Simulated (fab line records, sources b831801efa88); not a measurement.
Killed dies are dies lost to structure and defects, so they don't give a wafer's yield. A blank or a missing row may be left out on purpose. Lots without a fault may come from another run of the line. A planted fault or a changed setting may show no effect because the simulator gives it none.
One fault seen from 2 desks | flow sky130 | each desk has only its own numbers; what lay behind them comes last

THE TOOL OWNER'S DESK: pvd_sputter-02
The tool's own readings at SKY_METAL1_SPUTTER_00 (material Ti, target thk 15 nm, time 10 s): means of the sampled wafers that have a number, for each lot that ran on this tool. A lot is out of limits, marked OUT, if its mean lies more than 4 standard deviations from the usual mean; the brackets give that distance.
Columns: A = chamber_pressure_pa at SKY_METAL1_SPUTTER_00, usual 0.4000 Pa; B = throttle_valve_pct at SKY_METAL1_SPUTTER_00, usual 30.4 %
lot  | first seen here | A      | B
L462 | day 34 15:05    | 0.3997 | 30.0
L475 | day 38 00:14    | 0.3990 | 29.8
L476 | day 38 06:34    | 0.4005 | 30.3
This desk's finding: nothing out of limits on any of the 3 lots.

THE METROLOGY DESK
What the gauges read, lot by lot, whatever tool the lot ran on: means of the sampled wafers that have a number. A lot is out of limits, marked OUT, if its mean lies more than 4 standard deviations from the usual mean; the brackets give that distance.
Columns: A = VIA3_OVL at SKY_VIA3_OVL_MEAS_13, usual 1 nm
lot  | first seen here | A
L458 | day 40 10:07    | 2
L459 | day 41 09:40    | 6
L463 | day 42 05:04    | 7
L462 | day 42 08:05    | -4
L464 | day 42 22:29    | 1
L466 | day 43 00:37    | -2
L465 | day 43 02:58    | -2
L467 | day 43 05:38    | -2
L475 | day 45 04:43    | -1
L476 | day 45 11:13    | 3
L478 | day 45 23:55    | 2
L479 | day 46 00:28    | -7
This desk's finding: nothing out of limits on any of the 12 lots.

PUT TOGETHER
The tool owner's desk saw nothing out of limits.
The metrology desk saw nothing out of limits.

WHAT THE SIMULATOR HAD PUT IN
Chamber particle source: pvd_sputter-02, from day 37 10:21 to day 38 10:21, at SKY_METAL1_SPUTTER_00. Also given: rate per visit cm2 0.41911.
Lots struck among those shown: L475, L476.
